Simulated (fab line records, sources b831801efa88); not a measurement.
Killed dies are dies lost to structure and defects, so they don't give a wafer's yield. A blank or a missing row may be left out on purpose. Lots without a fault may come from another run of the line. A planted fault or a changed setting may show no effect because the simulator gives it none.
Which tool did it? | flow gf180mcu | 6 lots, 18 wafers sampled, at 3 steps of a route of 602

WHAT THE GAUGES READ, wafer by wafer
GF_V4_RS_MEAS_24: measures by four-point-probe.
lot  | measured     | on            | V4_W_RS (ohm/sq)
L875 | day 24 22:53 | film_metro-03 | 0.328 0.329 0.325
L879 | day 26 04:57 | film_metro-04 | 0.321 0.329 0.325
L881 | day 27 01:19 | film_metro-04 | 0.325 0.330 0.327
L891 | day 29 19:43 | film_metro-04 | 0.332 0.329 0.323
L895 | day 30 22:26 | film_metro-03 | 0.323 0.323 0.326
L897 | day 31 10:58 | film_metro-01 | 0.322 0.327 0.320

WHICH TOOL RAN EACH LOT (tool, then ch and the chambers of the sampled wafers, then the start)
lot  | GF_M4_METAL_ETCH_16               | GF_M4_STRIP_17
L875 | rie_metal-02 ch 0,1, day 23 22:55 | plasma_asher-04 ch 0,1, day 23 23:05
L879 | rie_metal-01 ch 0,1, day 25 05:31 | plasma_asher-04 ch 0,1, day 25 05:38
L881 | rie_metal-01 ch 0,1, day 26 02:00 | plasma_asher-04 ch 0,1, day 26 02:07
L891 | rie_metal-01 ch 0,1, day 28 22:32 | plasma_asher-01 ch 0,1, day 28 22:40
L895 | rie_metal-02 ch 0, day 30 02:06   | plasma_asher-04 ch 0,1, day 30 02:19
L897 | rie_metal-02 ch 1, day 30 14:32   | plasma_asher-01 ch 0,1, day 30 14:46
- GF_M4_METAL_ETCH_16: etches the open film in Cl2/BCl3, stops on SiO2, target depth 750.8 nm, time 125.1 s.
- GF_M4_STRIP_17: strips in O2/N2.

THE ANSWER, worked out from the rows above alone
Rule: what is usual is taken from the lots themselves. Put in order of their means at a reading, lots are off if they are a third of the lots or fewer, leave a main group of 4 or more, and stand apart from it by a gap of 3 or more times the standard deviation of the main group's means; of several such gaps the widest counts. A main group whose means are all the same, to the digits that the tables above print for the reading, isn't used. A lot without any number at a reading at which 4 lots or more have one is off too. The other lots that the step has rows for count as sound.
No lot is off at any reading shown: from this, nothing can be told.

WHAT THE SIMULATOR HAD PUT IN
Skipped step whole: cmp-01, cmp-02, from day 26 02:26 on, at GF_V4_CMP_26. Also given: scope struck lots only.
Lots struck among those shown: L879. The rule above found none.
